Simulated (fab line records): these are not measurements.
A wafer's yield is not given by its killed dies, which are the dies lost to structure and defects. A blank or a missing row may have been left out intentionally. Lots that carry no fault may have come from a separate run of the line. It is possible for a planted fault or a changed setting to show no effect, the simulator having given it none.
fab line records	flow sky130
[record] lots = 5	wafers = 15	last_day = 50
route steps=708 shown POLY_GATE@228 LDD_N@237
lots with no fault: from the same line, run without faults
start_h: hours from the record's first day to the start of the lot's first wafer shown	wait_h: time in hours since the lot's previous step	" the same as in the row above	L1.1+2: a single row standing in for several wafers	- no value, or no start was given	* or withheld: withheld	< > ~ a bound
route shown NAME@n: names a module that has steps shown in the file, with the first one's number in the route	usual: mean/standard deviation taken from wafers without a fault	same: alike in all rows	chamber/n: place in a boat	sites: the reading at each site	_std_site: how widely they spread, as a standard deviation	_edge_site: mean of outer sites minus mean of inner sites	radius_mm: how far each site lies from the wafer's centre	mask NAME#n: copy n	behind: the tool/chamber that last shaped the wafer	hold: why the lot went on hold/how many hours it stayed there/how the hold came to an end	device: names the non-switching transistor (n, p or np)	end of line: the same wafers' tests at the end of the route	a step given without rows: its recipe and nothing more	killed: count of dies lost to structure and defects at first sort (not the wafer's yield)	map: per-die view of a wafer (x killed, . not killed, _ where there is no die)
set.NAME: setting as actually run; set.NAME@STEP: the setting as run at that earlier step	model.NAME: the simulator's own value behind a step, which no gauge read
certain route steps with their lots: each step a table, each wafer a row
services: a tool's chamber out of use, with start hour (start_h, from the record's first day; less than 0 if before it), hours out, and reason
[[steps]]
[step SKY_POLY_GATE_OVL_MEAS_14]
[usual] POLY_GATE_OVL = 4/5
lot.wafer	tool	chamber	start_h	wait_h	POLY_GATE_OVL[nm]
L075.1	overlay-02	-	378.65	0.1	10
L075.5	"	-	"	"	4
L075.6	"	-	"	"	4
L076.1	overlay-02	-	390.78	0.1	1
L076.2	"	-	"	"	4
L076.5	"	-	"	"	-2
L084.2	overlay-01	-	457.80	0.1	12
L084.4	"	-	"	"	21
L084.6	"	-	"	"	8
L095.2	overlay-02	-	543.36	0.1	7
L095.5	"	-	"	"	10
L095.6	"	-	"	"	4
L097.3	overlay-02	-	562.96	0.1	-2
L097.4	"	-	"	"	-6
L097.5	"	-	"	"	4
[step SKY_POLY_GATE_ETCH_15]
[recipe] chemistry = N2/H2	target = BARC	ion_energy_ev = 200	source_w = 500	bias_w = 100	pressure_mtorr = 30	n2_flow_sccm = 100	h2_flow_sccm = 200	stop_on = SiO2	time_s = 118.5	target_depth_a = 1100
[usual] chamber_pressure_mTorr = 29.997/0.026	drypump_motor_current_A = 5.9/0.44	oes_product_au = 0.716/0.0048	throttle_valve_pct = 13.213/0.0087
lot.wafer	tool	chamber	start_h	wait_h	chamber_pressure_mTorr	drypump_motor_current_A	oes_product_au	rf_hours_counter_h	throttle_valve_pct
L075.1	rie_diel-03	3	378.68	0.0	30.016	5.9	0.727	74	13.200
L075.5	"	2	"	"	30.010	6.3	0.711	-	13.220
L075.6	"	3	"	"	29.954	6.0	0.713	-	13.215
L076.1	rie_diel-03	0	390.81	0.0	29.979	5.3	0.720	10	13.212
L076.2	"	3	"	"	30.000	5.9	0.715	74	13.221
L076.5	"	2	"	"	29.956	6.3	0.714	-	13.222
L084.2	rie_diel-03	1	457.83	0.0	29.983	6.1	0.719	91	13.206
L084.4	"	0	"	"	30.016	5.3	0.723	12	13.206
L084.6	"	3	"	"	29.999	6.0	0.712	-	13.213
L095.2	rie_diel-03	3	543.39	0.0	29.975	5.9	0.708	78	13.223
L095.5	"	3	"	"	29.995	6.0	0.713	-	13.225
L095.6	"	0	"	"	29.979	5.3	0.718	-	13.226
L097.3	rie_diel-03	1	562.98	0.0	29.996	6.1	0.721	1	13.213
L097.4	"	0	"	"	29.993	5.3	0.722	14	13.219
L097.5	"	2	"	"	29.992	6.4	0.712	-	13.217
[step SKY_POLY_GATE_ETCH_16]
[recipe] stop_on = poly-Si	chemistry = CH3F/O2	target = Si3N4	source_w = 400	bias_w = 80	pressure_mtorr = 25	ch3f_flow_sccm = 40	O2_flow_sccm = 30	time_s = 147.5	target_depth_a = 750
[usual] chamber_pressure_mTorr = 24.996/0.021	drypump_motor_current_A = 5.9/0.44	oes_product_au = 0.639/0.006	throttle_valve_pct = 10.535/0.0097
lot.wafer	tool	chamber	start_h	wait_h	chamber_pressure_mTorr	drypump_motor_current_A	oes_product_au	rf_hours_counter_h	throttle_valve_pct
L075.1	rie_diel-03	3	378.77	0.0	24.972	5.9	0.641	74	10.524
L075.5	"	2	"	"	25.008	6.3	0.640	-	10.534
L075.6	"	3	"	"	25.029	5.9	0.640	-	10.546
L076.1	rie_diel-03	0	390.89	0.0	24.994	5.3	0.644	10	10.547
L076.2	"	3	"	"	24.984	5.9	0.640	74	10.530
L076.5	"	2	"	"	24.957	6.3	0.635	-	10.535
L084.2	rie_diel-03	1	457.91	0.0	24.968	6.1	0.641	91	10.526
L084.4	"	0	"	"	25.020	5.3	0.639	12	10.536
L084.6	"	3	"	"	24.982	5.9	0.634	-	10.533
L095.2	rie_diel-03	3	543.48	0.0	25.045	5.9	0.643	78	10.560
L095.5	"	3	"	"	25.011	5.9	0.638	-	10.517
L095.6	"	0	"	"	24.996	5.3	0.644	-	10.554
L097.3	rie_diel-03	1	563.06	0.0	24.985	6.2	0.641	1	10.529
L097.4	"	0	"	"	24.988	5.3	0.644	15	10.558
L097.5	"	2	"	"	24.988	6.4	0.642	-	10.526
[step SKY_POLY_GATE_ETCH_17]
[recipe] target_depth_nm = 180	stop_on = SiO2	over_etch_frac = 0.56667	chemistry = HBr/Cl2	target = poly-Si	icp_w = 400	bias_w = 100	pressure_mtorr = 10	HBr_flow_sccm = 150	Cl2_flow_sccm = 50	time_s = 70.5
[usual] chamber_pressure_mTorr = 10.000/0.0095	drypump_motor_current_A = 5.7/0.32	oes_product_au = 0.984/0.0063	throttle_valve_pct = 33.683/0.0087
lot.wafer	tool	chamber	start_h	wait_h	chamber_pressure_mTorr	drypump_motor_current_A	oes_product_au	rf_hours_counter_h	throttle_valve_pct
L075.1	rie_si-02	3	378.86	0.0	10.000	5.8	0.987	0	33.689
L075.5	"	1	"	"	9.984	5.5	0.985	-	33.693
L075.6	"	2	"	"	10.009	5.3	0.977	-	33.693
L076.1	rie_si-02	3	390.99	0.0	9.995	5.8	0.980	0	33.680
L076.2	"	2	"	"	10.002	5.3	0.978	63	33.673
L076.5	"	1	"	"	9.990	5.5	0.982	-	33.675
L084.2	rie_si-01	0	458.01	0.0	9.993	5.3	0.983	6	33.682
L084.4	"	1	"	"	9.996	6.0	0.990	2	33.664
L084.6	"	2	"	"	9.992	6.2	0.987	-	33.692
L095.2	rie_si-02	0	543.57	0.0	9.991	6.1	0.982	1	33.689
L095.5	"	2	"	"	9.987	5.3	0.977	-	33.686
L095.6	"	3	"	"	9.988	5.7	0.988	-	33.686
L097.3	rie_si-02	0	563.16	0.0	10.016	6.1	0.984	1	33.670
L097.4	"	3	"	"	9.995	5.7	0.983	1	33.678
L097.5	"	1	"	"	9.987	5.5	0.981	-	33.679
[step SKY_POLY_GATE_STRIP_18]
[recipe] chemistry = O2/N2	power_w = 1400	pressure_mtorr = 1500	platen_temp_c = withheld	o2_flow_sccm = 3000	n2_flow_sccm = 300	overash_fraction = 0.5
[usual] chamber_pressure_mTorr = 1500.1/1.4	drypump_motor_current_A = 5.1/0.38	o2_flow_sccm = 3000/9.1	oes_product_au = 0.360/0.0044	strip_time_to_endpoint_s = 3.16/0.033
lot.wafer	tool	chamber	start_h	wait_h	chamber_pressure_mTorr	drypump_motor_current_A	o2_flow_sccm	oes_product_au	rf_hours_counter_h	strip_time_to_endpoint_s
L075.1	plasma_asher-02	1	378.92	0.0	1499.8	4.9	2998	0.356	51	3.13
L075.5	"	0	"	"	1501.5	4.8	3015	0.357	-	3.15
L075.6	"	1	"	"	1499.4	4.9	3004	0.361	-	3.16
L076.1	plasma_asher-02	0	391.05	0.0	1500.3	4.9	2999	0.358	53	3.14
L076.2	"	1	"	"	1499.6	4.9	2991	0.359	53	3.17
L076.5	"	0	"	"	1499.9	4.8	3004	0.356	-	3.17
L084.2	plasma_asher-04	1	458.07	0.0	1500.6	5.3	2982	0.360	3	3.18
L084.4	"	1	"	"	1501.1	5.3	2984	0.362	-	3.19
L084.6	"	1	"	"	1499.2	5.3	2981	0.362	-	3.18
L095.2	plasma_asher-02	0	543.63	0.0	1501.1	4.9	3011	0.365	69	3.20
L095.5	"	1	"	"	1502.4	4.8	3009	0.358	-	3.22
L095.6	"	0	"	"	1500.7	4.9	3015	0.356	-	3.17
L097.3	plasma_asher-02	0	563.25	0.1	1500.0	4.8	3002	0.365	-	3.21
L097.4	"	1	"	"	1498.6	4.9	3005	0.362	-	3.19
L097.5	"	0	"	"	1501.7	4.8	2996	0.359	-	3.19
[step SKY_POLY_GATE_CLEAN_19]
[recipe] chemistry = SC1/SC2	mix = 1:4:20	temp_c = 70	time_s = 150	dry = n2_spin
[usual] bath_guard_temp_C = 70.3/0.55	temp_c = 69.99/0.12
lot.wafer	tool	chamber	start_h	wait_h	bath_guard_temp_C	temp_c
L075.1	wet_bench-03	1	379.02	0.1	69.1	69.91
L075.5	"	1	"	"	69.7	69.94
L075.6	"	1	"	"	69.5	70.06
L076.1	wet_bench-02	2	391.15	0.1	70.5	69.86
L076.2	"	2	"	"	70.7	69.89
L076.5	"	2	"	"	70.8	69.93
L084.2	wet_bench-01	0	458.17	0.1	69.6	70.05
L084.4	"	0	"	"	69.7	70.08
L084.6	"	0	"	"	69.3	69.89
L095.2	wet_bench-01	3	543.73	0.1	70.3	69.98
L095.5	"	3	"	"	70.4	69.81
L095.6	"	3	"	"	70.5	69.90
L097.3	wet_bench-01	1	563.32	0.0	70.6	69.97
L097.4	"	1	"	"	70.7	69.76
L097.5	"	1	"	"	70.0	69.89
[step SKY_POLY_GATE_OXIDATION_20]
[recipe] temp_c = 850	ambient = O2	stabilise_s = 600	purge_s = 300	target_thk_a = 40	ox_time_s = 899
[usual] zone_power_top_pct = 29/3.9
lot.wafer	tool	chamber	start_h	wait_h	zone_power_top_pct
L075.1	furnace-02	0	379.43	0.4	27
L075.5	"	0	"	"	26
L075.6	"	0	"	"	27
L076.1	furnace-01	0	394.16	3.0	34
L076.2	"	0	"	"	35
L076.5	"	0	"	"	34
L084.2	furnace-01	0	459.08	0.9	34
L084.4	"	0	"	"	34
L084.6	"	0	"	"	34
L095.2	furnace-02	0	543.78	0.0	26
L095.5	"	0	"	"	27
L095.6	"	0	"	"	26
L097.3	furnace-02	0	563.42	0.0	26
L097.4	"	0	"	"	27
L097.5	"	0	"	"	26
[step SKY_POLY_GATE_THK_MEAS_21]
[recipe] reads = SiO2_of_POLY_GATE_OXIDATION_20
[usual] POLY_GATE_OXIDATION_THK = 4.00/0.075
lot.wafer	tool	chamber	start_h	wait_h	POLY_GATE_OXIDATION_THK[nm]
L075.1	film_metro-03	-	380.68	0.0	4.02
L075.5	"	-	"	"	4.09
L075.6	"	-	"	"	4.11
L076.1	film_metro-03	-	395.41	0.0	3.96
L076.2	"	-	"	"	3.89
L076.5	"	-	"	"	3.89
L084.2	film_metro-02	-	460.34	0.0	4.15
L084.4	"	-	"	"	4.07
L084.6	"	-	"	"	4.06
L095.2	film_metro-04	-	545.04	0.0	4.08
L095.5	"	-	"	"	4.15
L095.6	"	-	"	"	4.12
L097.3	film_metro-04	-	564.69	0.0	4.03
L097.4	"	-	"	"	3.97
L097.5	"	-	"	"	3.99
[step SKY_POLY_GATE_CD_MEAS_22]
[usual] cd_nm = 149.9/2.1
lot.wafer	tool	chamber	start_h	wait_h	cd_nm
L075.1	cd_sem-02	-	380.74	0.1	153.0
L075.5	"	-	"	"	151.0
L075.6	"	-	"	"	151.9
L076.1	cd_sem-02	-	395.47	0.1	147.9
L076.2	"	-	"	"	149.9
L076.5	"	-	"	"	148.6
L084.2	cd_sem-02	-	460.42	0.1	148.9
L084.4	"	-	"	"	147.5
L084.6	"	-	"	"	151.9
L095.2	cd_sem-01	-	545.12	0.1	151.2
L095.5	"	-	"	"	153.3
L095.6	"	-	"	"	153.0
L097.3	cd_sem-02	-	564.79	0.1	151.4
L097.4	"	-	"	"	155.2
L097.5	"	-	"	"	152.4
[step SKY_LDD_N_DEHYDRATE_00]
[recipe] temp_c = 200	time_s = 60
lot.wafer	tool	chamber	start_h	wait_h
L075.1+5+6	litho_track-01	0	393.89	13.1
L076.1+2+5	litho_track-01	0	410.09	14.6
L084.2+4+6	litho_track-01	0	475.21	14.8
L095.2+5+6	litho_track-04	0	559.60	14.5
L097.3+4+5	litho_track-04	0	579.28	14.5
[step SKY_LDD_N_HMDS_01]
[recipe] prime_time_s = 60	prime_temp_c = 120
[usual] prime_temp_c = 120.00/0.12
lot.wafer	tool	chamber	start_h	wait_h	prime_temp_c
L075.1	litho_track-01	0	394.04	0.1	120.07
L075.5	"	0	"	"	120.02
L075.6	"	0	"	"	120.02
L076.1	litho_track-01	0	410.24	0.1	120.14
L076.2	"	0	"	"	120.21
L076.5	"	0	"	"	119.94
L084.2	litho_track-01	0	475.36	0.1	119.94
L084.4	"	0	"	"	119.93
L084.6	"	0	"	"	119.86
L095.2	litho_track-04	0	559.75	0.1	119.87
L095.5	"	0	"	"	120.05
L095.6	"	0	"	"	120.09
L097.3	litho_track-04	0	579.43	0.1	119.85
L097.4	"	0	"	"	119.88
L097.5	"	0	"	"	120.14
[step SKY_LDD_N_COAT_02]
[recipe] resist = NOVOLAK	spin_rpm = 3000	resist_thk_nm = 300
lot.wafer	tool	chamber	start_h	wait_h
L075.1+5+6	litho_track-01	0	394.19	0.1
L076.1+2+5	litho_track-01	0	410.39	0.1
L084.2+4+6	litho_track-01	0	475.51	0.1
L095.2+5+6	litho_track-04	0	559.90	0.1
L097.3+4+5	litho_track-04	0	579.58	0.1
[step SKY_LDD_N_SOFTBAKE_03]
[recipe] temp_c = 90	time_s = 60	resist = NOVOLAK
lot.wafer	tool	chamber	start_h	wait_h
L075.1+5+6	litho_track-01	0	394.34	0.1
L076.1+2+5	litho_track-01	0	410.54	0.1
L084.2+4+6	litho_track-01	0	475.66	0.1
L095.2+5+6	litho_track-04	0	560.05	0.1
L097.3+4+5	litho_track-04	0	579.73	0.1
[step SKY_LDD_N_EXPOSE_04]
[recipe] mask_id = NTM	target_cd_nm = 840	na = 0.6	source_shape = conventional	sigma_outer = 0.6	dose_mj = 110
[usual] reticle_temp_C = 23.02/0.1
lot.wafer	tool	chamber	start_h	wait_h	mask	reticle_temp_C
L075.1	iline_stepper-02	0	-	-	NTM#0	23.01
L075.5	"	0	"	"	NTM#0	23.03
L075.6	"	0	"	"	NTM#0	23.11
L076.1	iline_stepper-01	0	-	-	NTM#0	23.24
L076.2	"	0	"	"	NTM#0	23.19
L076.5	"	0	"	"	NTM#0	23.14
L084.2	iline_stepper-01	0	-	-	NTM#0	23.08
L084.4	"	0	"	"	NTM#0	23.01
L084.6	"	0	"	"	NTM#0	22.97
L095.2	iline_stepper-02	0	-	-	NTM#0	23.15
L095.5	"	0	"	"	NTM#0	23.08
L095.6	"	0	"	"	NTM#0	23.02
L097.3	iline_stepper-01	0	-	-	NTM#0	23.14
L097.4	"	0	"	"	NTM#0	23.21
L097.5	"	0	"	"	NTM#0	23.03
[step SKY_LDD_N_PEB_05]
[recipe] temp_c = withheld	time_s = *	resist = NOVOLAK
lot.wafer	tool	chamber	start_h	wait_h
L075.1+5+6	litho_track-02	0	-	-
L076.1+2+5	litho_track-01	0	-	-
L084.2+4+6	litho_track-02	0	-	-
L095.2+5+6	litho_track-04	0	-	-
L097.3+4+5	litho_track-04	0	-	-
[step SKY_LDD_N_DEVELOP_06]
[recipe] develop_time_s = 60	dev_temp_c = 23
[same] develop_time_s = 60
lot.wafer	tool	chamber	start_h	wait_h
L075.1+5+6	litho_track-02	0	408.99	0.1
L076.1+2+5	litho_track-01	0	425.19	0.1
L084.2+4+6	litho_track-02	0	491.16	0.1
L095.2+5+6	litho_track-04	0	574.25	0.1
L097.3+4+5	litho_track-04	0	594.78	0.1
[[services]]
tool	chamber	start_h	hours	kind
iline_stepper-01	-	384.67	10.9	repair
iline_stepper-01	-	389.00	7.7	repair
plasma_asher-04	-	390.04	14.6	pm
iline_stepper-01	-	396.73	1.7	pm
rie_diel-03	-	413.24	0.6	repair
iline_stepper-02	-	419.47	1.7	pm
plasma_asher-04	-	421.25	9.0	pm
furnace-01	-	450.89	3.4	pm
rie_si-02	1	451.95	2.4	repair
rie_diel-03	-	460.92	1.2	repair
furnace-02	-	468.72	3.2	pm
plasma_asher-04	-	470.01	3.1	repair
rie_si-01	1	477.38	14.7	repair
rie_diel-03	2	492.95	3.8	repair
iline_stepper-01	-	500.76	2.2	repair
furnace-02	-	509.79	18.1	repair
rie_diel-03	2	514.29	9.0	repair
wet_bench-03	-	521.49	4.7	repair
rie_diel-03	3	530.16	6.7	repair
plasma_asher-02	-	551.04	1.3	repair
rie_si-02	0	568.36	3.5	repair
furnace-02	-	568.60	3.1	pm
rie_si-01	-	579.91	1.4	repair
furnace-01	-	584.71	3.9	pm
[[key]]
fault none
